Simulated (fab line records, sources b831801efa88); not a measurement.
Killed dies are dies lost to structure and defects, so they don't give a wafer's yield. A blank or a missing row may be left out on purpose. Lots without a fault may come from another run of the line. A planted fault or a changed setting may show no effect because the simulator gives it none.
fab line records | flow sky130 | part 1 of 2: steps 1 to 22 of 35
record lots=5 wafers=15 last_day=51
route steps=708 shown RES_PROTECT@214 POLY_GATE@217 LDD_N@237
lots that met no fault: from a run of the same line without faults
start_h: hours from the record's first day to the start of the lot's first wafer shown | wait_h: hours since the lot's step before | " the same as in the row above | L1.1+2: a row that stands for several wafers | - no value, or no start given | * or withheld: withheld | < > ~ a bound
route shown NAME@n: a module of which the file shows steps, and the number in the route of the first | usual: mean/standard deviation of fault-free wafers | same: alike in all rows | chamber/n: place in a boat | sites: the reading at each site | _std_site: their standard deviation | _edge_site: outer sites' mean less inner sites' | radius_mm: how far each site lies from the wafer's centre | mask NAME#n: copy n | behind: the tool/chamber that last shaped the wafer | hold: why the lot was held/for how many hours/how that ended | device: the transistor (n, p or np) that didn't switch | end of line: the same wafers' tests at the end of the route | a step without rows: its recipe alone | killed: dies lost to structure and defects at the first sort, not the wafer's yield | map: a wafer's dies, x killed, . not, _ none there
set.NAME: the setting as run; set.NAME@STEP: as run at that earlier step | model.NAME: the simulator's own value behind a step, which no gauge read
lots at some steps of the route; a table a step, a row a wafer
services: from which hour (start_h, from the record's first day; less than 0 if before it) a tool's chamber was out of use, for how many hours, and why
## steps
# step SKY_RES_PROTECT_STRIP_07
# recipe chemistry=O2/N2 power_w=1400 pressure_mtorr=1500 platen_temp_c=withheld o2_flow_sccm=3000 n2_flow_sccm=300 overash_fraction=0.5
# usual chamber_pressure_mTorr=1500.0/1.2 drypump_motor_current_A=5.7/0.44 n2_flow_sccm=300.1/0.94 oes_product_au=0.518/0.0041 strip_time_to_endpoint_s=23.26/0.045
# columns lot.wafer tool chamber start_h wait_h chamber_pressure_mTorr drypump_motor_current_A n2_flow_sccm oes_product_au rf_hours_counter_h strip_time_to_endpoint_s
L075.1 plasma_asher-02 0 370.41 0.1 1498.9 5.5 298.8 0.525 64 23.21
L075.2 " 1 " " 1501.5 5.9 298.7 0.513 64 23.16
L075.5 " 0 " " 1501.0 5.5 300.4 0.522 - 23.16
L079.2 plasma_asher-02 0 403.07 0.1 1498.1 5.5 299.6 0.513 65 23.31
L079.3 " 0 " " 1498.7 5.5 301.4 0.517 - 23.31
L079.4 " 1 " " 1499.0 5.9 299.2 0.517 - 23.30
L080.1 plasma_asher-01 0 410.22 0.1 1501.8 5.1 300.1 0.513 28 23.19
L080.2 " 1 " " 1502.7 5.6 300.3 0.522 28 23.31
L080.5 " 0 " " 1501.4 5.1 300.8 0.516 - 23.27
L084.1 plasma_asher-02 1 448.97 0.1 1501.1 5.9 302.0 0.520 2 23.24
L084.5 " 1 " " 1500.6 5.9 300.3 0.519 - 23.25
L084.6 " 0 " " 1500.0 5.4 300.9 0.513 - 23.21
L097.3 plasma_asher-04 1 550.81 0.1 1499.7 6.3 299.9 0.512 - 23.29
L097.5 " 1 " " 1501.2 6.3 300.3 0.513 - 23.22
L097.6 " 0 " " 1500.2 6.5 299.6 0.518 - 23.26
# step SKY_RES_PROTECT_TW_MEAS_08
# usual POLY_GATE_TW=4051/51
# columns lot.wafer tool chamber start_h wait_h POLY_GATE_TW
L075.1 film_metro-02 - 370.51 0.1 4081
L075.2 " - " " 4079
L075.5 " - " " 4069
L079.2 film_metro-01 - 403.18 0.1 3974
L079.3 " - " " 3972
L079.4 " - " " 3963
L080.1 film_metro-04 - 410.32 0.1 4073
L080.2 " - " " 4054
L080.5 " - " " 4069
L084.1 film_metro-02 - 449.11 0.1 4070
L084.5 " - " " 4063
L084.6 " - " " 4063
L097.3 film_metro-04 - 550.89 0.1 4054
L097.5 " - " " 4091
L097.6 " - " " 4072
# step SKY_RES_PROTECT_CLEAN_09
# recipe chemistry=SC1/SC2 mix=1:4:20 temp_c=70 time_s=150 dry=n2_spin
# usual bath_heat_duty_pct=13.4/1.3
# columns lot.wafer tool chamber start_h wait_h bath_heat_duty_pct
L075.1 wet_bench-01 0 370.57 0.1 12.7
L075.2 " 0 " " 12.8
L075.5 " 0 " " 11.8
L079.2 wet_bench-02 3 403.23 0.0 13.6
L079.3 " 3 " " 15.0
L079.4 " 3 " " 13.7
L080.1 wet_bench-01 0 410.38 0.1 12.4
L080.2 " 0 " " 12.7
L080.5 " 0 " " 12.9
L084.1 wet_bench-01 1 449.17 0.1 12.4
L084.5 " 1 " " 13.3
L084.6 " 1 " " 14.2
L097.3 wet_bench-01 1 550.93 0.0 12.6
L097.5 " 1 " " 14.0
L097.6 " 1 " " 13.4
# step SKY_POLY_GATE_CVD_03
# recipe material=Si3N4 precursor=DCS/NH3 target_thk_nm=75 temp_c=770 time_s=1290 pressure_mtorr=250
# columns lot.wafer tool chamber start_h wait_h
L075.1+2+5 lpcvd-02 1 371.18 0.6
L079.2+3+4 lpcvd-02 1 404.83 1.5
L080.1+2+5 lpcvd-02 1 410.44 0.0
L084.1+5+6 lpcvd-02 0 449.22 0.0
L097.3+5+6 lpcvd-02 1 550.98 0.0
# step SKY_POLY_GATE_THK_MEAS_04
# recipe reads=Si3N4_of_POLY_GATE_CVD_03
# usual POLY_GATE_CVD_03_THK=74.5/0.57
# columns lot.wafer tool chamber start_h wait_h POLY_GATE_CVD_03_THK[nm]
L075.1 film_metro-01 - 372.53 0.0 75.3
L075.2 " - " " 75.2
L075.5 " - " " 75.5
L079.2 film_metro-02 - 406.20 0.0 73.7
L079.3 " - " " 74.0
L079.4 " - " " 73.0
L080.1 film_metro-03 - 411.80 0.0 74.2
L080.2 " - " " 74.4
L080.5 " - " " 74.2
L084.1 film_metro-02 - 451.25 0.0 74.2
L084.5 " - " " 74.2
L084.6 " - " " 74.8
L097.3 film_metro-03 - 552.36 0.0 75.7
L097.5 " - " " 74.9
L097.6 " - " " 75.2
# step SKY_POLY_GATE_DEHYDRATE_05
# recipe temp_c=200 time_s=60
# usual resist_line_temp_C=23.02/0.11
# columns lot.wafer tool chamber start_h wait_h resist_line_temp_C
L075.1 litho_track-01 0 386.21 13.7 22.99
L075.2 " 0 " " 23.00
L075.5 " 0 " " 23.00
L079.2 litho_track-04 0 420.51 14.3 23.13
L079.3 " 0 " " 23.05
L079.4 " 0 " " 23.05
L080.1 litho_track-03 0 426.79 15.0 23.08
L080.2 " 0 " " 23.12
L080.5 " 0 " " 23.17
L084.1 litho_track-04 0 466.93 15.7 23.00
L084.5 " 0 " " 23.03
L084.6 " 0 " " 23.05
L097.3 litho_track-03 0 566.58 14.2 22.92
L097.5 " 0 " " 23.16
L097.6 " 0 " " 23.11
# step SKY_POLY_GATE_HMDS_06
# recipe prime_time_s=60 prime_temp_c=120
# usual resist_line_temp_C=22.99/0.11
# same prime_time_s=60
# columns lot.wafer tool chamber start_h wait_h resist_line_temp_C
L075.1 litho_track-01 0 386.36 0.1 23.08
L075.2 " 0 " " 22.78
L075.5 " 0 " " 22.89
L079.2 litho_track-04 0 420.66 0.1 23.08
L079.3 " 0 " " 22.97
L079.4 " 0 " " 23.17
L080.1 litho_track-03 0 426.94 0.1 23.14
L080.2 " 0 " " 23.17
L080.5 " 0 " " 23.10
L084.1 litho_track-04 0 467.08 0.1 23.18
L084.5 " 0 " " 23.13
L084.6 " 0 " " 22.98
L097.3 litho_track-03 0 566.73 0.1 22.87
L097.5 " 0 " " 22.95
L097.6 " 0 " " 23.05
# step SKY_POLY_GATE_COAT_07
# recipe resist=BARC temp_c=withheld time_s=withheld spin_rpm=3000 resist_thk_nm=110
# usual resist_line_temp_C=*
# columns lot.wafer tool chamber start_h wait_h resist_line_temp_C
L075.1 litho_track-01 0 386.51 0.1 *
L075.2 " 0 " " *
L075.5 " 0 " " *
L079.2 litho_track-04 0 420.81 0.1 *
L079.3 " 0 " " *
L079.4 " 0 " " *
L080.1 litho_track-03 0 427.09 0.1 *
L080.2 " 0 " " *
L080.5 " 0 " " *
L084.1 litho_track-04 0 467.23 0.1 *
L084.5 " 0 " " *
L084.6 " 0 " " *
L097.3 litho_track-03 0 566.88 0.1 *
L097.5 " 0 " " *
L097.6 " 0 " " *
# step SKY_POLY_GATE_COAT_08
# recipe resist=KrF-thick spin_rpm=3000 resist_thk_nm=450
# usual resist_line_temp_C=23.01/0.1
# columns lot.wafer tool chamber start_h wait_h resist_line_temp_C
L075.1 litho_track-01 0 - - 22.94
L075.2 " 0 " " 22.91
L075.5 " 0 " " 22.91
L079.2 litho_track-04 0 - - 22.98
L079.3 " 0 " " 23.00
L079.4 " 0 " " 23.01
L080.1 litho_track-03 0 - - 23.10
L080.2 " 0 " " 23.00
L080.5 " 0 " " 22.87
L084.1 litho_track-04 0 - - 23.05
L084.5 " 0 " " 22.90
L084.6 " 0 " " 22.98
L097.3 litho_track-03 0 - - 22.90
L097.5 " 0 " " 22.96
L097.6 " 0 " " 22.96
# step SKY_POLY_GATE_SOFTBAKE_09
# recipe temp_c=100 time_s=90 resist=KrF-thick
# usual resist_line_temp_C=23.02/0.1
# columns lot.wafer tool chamber start_h wait_h resist_line_temp_C
L075.1 litho_track-01 0 - - 23.29
L075.2 " 0 " " 23.40
L075.5 " 0 " " 23.20
L079.2 litho_track-04 0 - - 23.05
L079.3 " 0 " " 22.92
L079.4 " 0 " " 23.11
L080.1 litho_track-03 0 - - 23.01
L080.2 " 0 " " 23.00
L080.5 " 0 " " 22.96
L084.1 litho_track-04 0 - - 23.11
L084.5 " 0 " " 23.01
L084.6 " 0 " " 23.02
L097.3 litho_track-03 0 - - 23.05
L097.5 " 0 " " 22.95
L097.6 " 0 " " 23.16
# step SKY_POLY_GATE_EXPOSE_10
# recipe mask_id=P1M na=0.68 source_shape=conventional sigma_outer=0.6 target_cd_nm=150 dose_mj=28
# same sigma_outer=0.6
# columns lot.wafer tool chamber start_h wait_h mask
L075.1+2+5 krf_scanner-02 0 - - P1M#0
L079.2+3+4 krf_scanner-02 0 - - P1M#0
L080.1+2+5 krf_scanner-02 0 - - P1M#0
L084.1+5+6 krf_scanner-01 0 - - P1M#0
L097.3+5+6 krf_scanner-01 0 - - P1M#0
# step SKY_POLY_GATE_PEB_11
# recipe peb_temp_c=withheld peb_time_s=withheld resist=KrF-thick
# usual resist_line_temp_C=*
# columns lot.wafer tool chamber start_h wait_h resist_line_temp_C
L075.1 litho_track-03 0 - - *
L075.2 " 0 " " *
L075.5 " 0 " " *
L079.2 litho_track-04 0 - - *
L079.3 " 0 " " *
L079.4 " 0 " " *
L080.1 litho_track-04 0 - - *
L080.2 " 0 " " *
L080.5 " 0 " " *
L084.1 litho_track-04 0 - - *
L084.5 " 0 " " *
L084.6 " 0 " " *
L097.3 litho_track-04 0 - - *
L097.5 " 0 " " *
L097.6 " 0 " " *
# step SKY_POLY_GATE_DEVELOP_12
# recipe develop_time_s=60 resist=KrF-thick dev_temp_c=21
# usual resist_line_temp_C=22.98/0.12
# columns lot.wafer tool chamber start_h wait_h resist_line_temp_C
L075.1 litho_track-03 0 - - 22.98
L075.2 " 0 " " 23.01
L075.5 " 0 " " 23.09
L079.2 litho_track-04 0 - - 22.96
L079.3 " 0 " " 22.99
L079.4 " 0 " " 23.05
L080.1 litho_track-04 0 - - 22.98
L080.2 " 0 " " 22.97
L080.5 " 0 " " 23.01
L084.1 litho_track-04 0 - - 22.95
L084.5 " 0 " " 22.91
L084.6 " 0 " " 22.90
L097.3 litho_track-04 0 - - 23.01
L097.5 " 0 " " 23.14
L097.6 " 0 " " 23.14
# step SKY_POLY_GATE_CD_MEAS_13
# recipe target_cd_nm=150
# usual cd_nm=149.7/1.2
# columns lot.wafer tool chamber start_h wait_h cd_nm
L075.1 cd_sem-02 - 402.79 - 148.1
L075.2 " - " " 146.7
L075.5 " - " " 148.3
L079.2 cd_sem-01 - 437.45 - 149.7
L079.3 " - " " 149.5
L079.4 " - " " 148.9
L080.1 cd_sem-01 - 443.88 - 150.9
L080.2 " - " " 150.7
L080.5 " - " " 150.2
L084.1 cd_sem-02 - 483.68 - 148.3
L084.5 " - " " 148.5
L084.6 " - " " 149.3
L097.3 cd_sem-02 - 581.77 - 148.6
L097.5 " - " " 148.1
L097.6 " - " " 149.8
# step SKY_POLY_GATE_OVL_MEAS_14
# usual POLY_GATE_OVL=0/4.7
# columns lot.wafer tool chamber start_h wait_h POLY_GATE_OVL[nm]
L075.1 overlay-02 - 402.91 0.1 2
L075.2 " - " " 7
L075.5 " - " " 2
L079.2 overlay-01 - 437.56 0.1 4
L079.3 " - " " -3
L079.4 " - " " 1
L080.1 overlay-01 - 444.00 0.1 -1
L080.2 " - " " 1
L080.5 " - " " -1
L084.1 overlay-01 - 483.80 0.1 -1
L084.5 " - " " 1
L084.6 " - " " -4
L097.3 overlay-02 - 581.86 0.1 -6
L097.5 " - " " -8
L097.6 " - " " -7
# step SKY_POLY_GATE_ETCH_15
# recipe chemistry=N2/H2 target=BARC ion_energy_ev=200 source_w=500 bias_w=100 pressure_mtorr=30 n2_flow_sccm=100 h2_flow_sccm=200 stop_on=SiO2 time_s=118.5 target_depth_a=1100
# usual chamber_pressure_mTorr=29.999/0.028 drypump_motor_current_A=5.7/0.3 n2_flow_sccm=100.0/0.32 oes_product_au=0.716/0.0048 throttle_valve_pct=13.212/0.0086
# columns lot.wafer tool chamber start_h wait_h chamber_pressure_mTorr drypump_motor_current_A n2_flow_sccm oes_product_au rf_hours_counter_h throttle_valve_pct
L075.1 rie_diel-01 1 402.94 0.0 29.955 6.1 99.9 0.715 5 13.211
L075.2 " 2 " " 30.038 6.3 99.9 0.712 6 13.211
L075.5 " 2 " " 30.016 6.3 100.2 0.717 - 13.201
L079.2 rie_diel-02 3 437.59 0.0 30.068 5.5 100.1 0.724 67 13.211
L079.3 " 2 " " 29.997 5.6 99.7 0.719 42 13.214
L079.4 " 0 " " 30.020 6.0 100.5 0.720 40 13.226
L080.1 rie_diel-01 3 444.04 0.0 29.983 5.3 100.7 0.716 43 13.205
L080.2 " 2 " " 29.990 6.3 99.7 0.713 7 13.217
L080.5 " 3 " " 29.983 5.3 100.6 0.718 - 13.188
L084.1 rie_diel-01 0 483.84 0.0 30.026 5.9 99.8 0.709 7 13.223
L084.5 " 3 " " 30.022 5.3 99.7 0.716 - 13.207
L084.6 " 2 " " 30.012 6.3 99.8 0.723 - 13.203
L097.3 rie_diel-04 3 581.89 0.0 29.982 5.5 100.4 0.714 2 13.217
L097.5 " 3 " " 30.044 5.5 99.9 0.704 - 13.197
L097.6 " 2 " " 29.981 5.5 99.7 0.713 - 13.204
# step SKY_POLY_GATE_ETCH_16
# recipe stop_on=poly-Si chemistry=CH3F/O2 target=Si3N4 source_w=400 bias_w=80 pressure_mtorr=25 ch3f_flow_sccm=40 O2_flow_sccm=30 time_s=147.5 target_depth_a=750
# usual chamber_pressure_mTorr=25.001/0.025 drypump_motor_current_A=5.7/0.3 oes_product_au=0.638/0.0046 throttle_valve_pct=10.534/0.009
# columns lot.wafer tool chamber start_h wait_h chamber_pressure_mTorr drypump_motor_current_A oes_product_au rf_hours_counter_h throttle_valve_pct
L075.1 rie_diel-01 1 403.02 0.0 24.987 6.0 0.647 5 10.521
L075.2 " 2 " " 25.054 6.2 0.636 6 10.545
L075.5 " 2 " " 24.967 6.2 0.641 - 10.533
L079.2 rie_diel-02 3 437.67 0.0 24.999 5.6 0.632 67 10.516
L079.3 " 2 " " 25.003 5.6 0.632 42 10.536
L079.4 " 0 " " 25.014 5.9 0.635 40 10.528
L080.1 rie_diel-01 3 444.12 0.0 24.973 5.3 0.632 44 10.522
L080.2 " 2 " " 24.984 6.3 0.638 7 10.536
L080.5 " 3 " " 24.972 5.3 0.639 - 10.525
L084.1 rie_diel-01 0 483.92 0.0 25.034 5.9 0.626 7 10.521
L084.5 " 3 " " 25.010 5.3 0.636 - 10.537
L084.6 " 2 " " 25.000 6.2 0.637 - 10.537
L097.3 rie_diel-04 3 581.97 0.0 25.000 5.5 0.648 2 10.543
L097.5 " 3 " " 24.978 5.5 0.641 - 10.547
L097.6 " 2 " " 25.019 5.5 0.646 - 10.534
# step SKY_POLY_GATE_ETCH_17
# recipe target_depth_nm=180 stop_on=SiO2 over_etch_frac=0.56667 chemistry=HBr/Cl2 target=poly-Si icp_w=400 bias_w=100 pressure_mtorr=10 HBr_flow_sccm=150 Cl2_flow_sccm=50 time_s=70.5
# usual chamber_pressure_mTorr=9.999/0.0093 drypump_motor_current_A=5.9/0.35 mfc_cl2_sccm=50.02/0.17 oes_product_au=0.984/0.0082 throttle_valve_pct=33.683/0.0097
# columns lot.wafer tool chamber start_h wait_h chamber_pressure_mTorr drypump_motor_current_A mfc_cl2_sccm oes_product_au rf_hours_counter_h throttle_valve_pct
L075.1 rie_si-01 3 403.12 0.0 9.999 6.3 49.93 0.996 24 33.692
L075.2 " 2 " " 9.986 5.9 50.15 0.999 1 33.693
L075.5 " 1 " " 9.999 5.0 50.00 0.985 - 33.684
L079.2 rie_si-02 0 437.77 0.0 9.989 6.3 49.93 0.981 15 33.679
L079.3 " 3 " " 10.009 5.9 49.86 0.994 4 33.688
L079.4 " 1 " " 10.011 5.7 49.92 0.972 30 33.671
L080.1 rie_si-02 1 444.22 0.0 10.003 5.8 50.29 0.972 30 33.680
L080.2 " 3 " " 10.012 5.9 49.79 0.992 4 33.690
L080.5 " 1 " " 10.002 5.8 50.20 0.988 - 33.687
L084.1 rie_si-01 0 484.02 0.0 10.012 5.9 49.83 0.993 19 33.671
L084.5 " 3 " " 9.994 6.3 50.12 0.984 - 33.679
L084.6 " 0 " " 9.990 5.9 50.09 0.989 - 33.667
L097.3 rie_si-02 3 582.07 0.0 10.009 5.9 49.98 0.977 4 33.678
L097.5 " 1 " " 9.996 5.7 49.99 0.978 - 33.674
L097.6 " 2 " " 9.992 5.9 49.91 0.977 - 33.697
# step SKY_POLY_GATE_STRIP_18
# recipe chemistry=O2/N2 power_w=1400 pressure_mtorr=1500 platen_temp_c=withheld o2_flow_sccm=3000 n2_flow_sccm=300 overash_fraction=0.5
# usual chamber_pressure_mTorr=1500.2/1.2 drypump_motor_current_A=5.7/0.47 n2_flow_sccm=300.0/0.9 oes_product_au=0.360/0.0054 strip_time_to_endpoint_s=3.15/0.038
# columns lot.wafer tool chamber start_h wait_h chamber_pressure_mTorr drypump_motor_current_A n2_flow_sccm oes_product_au rf_hours_counter_h strip_time_to_endpoint_s
L075.1 plasma_asher-01 1 403.18 0.0 1500.6 5.6 300.9 0.359 27 3.10
L075.2 " 0 " " 1501.2 5.1 300.2 0.355 27 3.09
L075.5 " 1 " " 1499.8 5.6 300.5 0.359 - 3.10
L079.2 plasma_asher-02 0 437.83 0.0 1498.8 5.4 299.2 0.355 1 3.19
L079.3 " 0 " " 1500.0 5.5 300.1 0.359 - 3.13
L079.4 " 1 " " 1499.9 5.9 300.3 0.363 - 3.20
L080.1 plasma_asher-02 1 444.28 0.0 1502.4 5.9 298.9 0.358 1 3.13
L080.2 " 0 " " 1501.7 5.5 298.9 0.359 1 3.11
L080.5 " 0 " " 1499.9 5.4 300.2 0.363 - 3.14
L084.1 plasma_asher-01 1 484.08 0.0 1500.2 5.5 301.3 0.364 36 3.23
L084.5 " 0 " " 1501.3 5.1 300.6 0.358 - 3.11
L084.6 " 1 " " 1500.0 5.5 300.1 0.361 - 3.16
L097.3 plasma_asher-02 1 582.16 0.1 1498.7 5.9 298.5 0.351 - 3.11
L097.5 " 1 " " 1498.1 5.9 300.6 0.362 - 3.12
L097.6 " 0 " " 1502.5 5.5 300.3 0.362 - 3.18
# step SKY_POLY_GATE_CLEAN_19
# recipe chemistry=SC1/SC2 mix=1:4:20 temp_c=70 time_s=150 dry=n2_spin
# usual bath_heat_duty_pct=13.1/1.6
# columns lot.wafer tool chamber start_h wait_h bath_heat_duty_pct
L075.1 wet_bench-03 1 403.28 0.1 13.3
L075.2 " 1 " " 12.7
L075.5 " 1 " " 13.5
L079.2 wet_bench-01 3 437.93 0.1 11.9
L079.3 " 3 " " 13.4
L079.4 " 3 " " 13.5
L080.1 wet_bench-02 1 444.38 0.1 17.6
L080.2 " 1 " " 16.4
L080.5 " 1 " " 15.6
L084.1 wet_bench-03 3 484.18 0.1 11.8
L084.5 " 3 " " 13.5
L084.6 " 3 " " 13.3
L097.3 wet_bench-03 0 582.23 0.0 14.8
L097.5 " 0 " " 14.3
L097.6 " 0 " " 13.2
# step SKY_POLY_GATE_OXIDATION_20
# recipe temp_c=850 ambient=O2 stabilise_s=600 purge_s=300 target_thk_a=40 ox_time_s=899
# columns lot.wafer tool chamber start_h wait_h
L075.1+2+5 furnace-02 0 403.33 0.0
L079.2+3+4 furnace-02 0 438.92 0.9
L080.1+2+5 furnace-01 0 445.28 0.8
L084.1+5+6 furnace-02 0 484.23 0.0
L097.3+5+6 furnace-02 0 582.28 0.0
# step SKY_POLY_GATE_THK_MEAS_21
# recipe reads=SiO2_of_POLY_GATE_OXIDATION_20
# usual POLY_GATE_OXIDATION_THK=4.00/0.087
# columns lot.wafer tool chamber start_h wait_h POLY_GATE_OXIDATION_THK[nm]
L075.1 film_metro-02 - 404.58 0.0 4.00
L075.2 " - " " 4.03
L075.5 " - " " 4.01
L079.2 film_metro-01 - 440.19 0.0 4.00
L079.3 " - " " 3.94
L079.4 " - " " 3.86
L080.1 film_metro-03 - 446.53 0.0 3.89
L080.2 " - " " 3.89
L080.5 " - " " 3.81
L084.1 film_metro-02 - 485.48 0.0 3.94
L084.5 " - " " 3.99
L084.6 " - " " 3.98
L097.3 film_metro-03 - 583.55 0.0 3.87
L097.5 " - " " 3.93
L097.6 " - " " 3.89
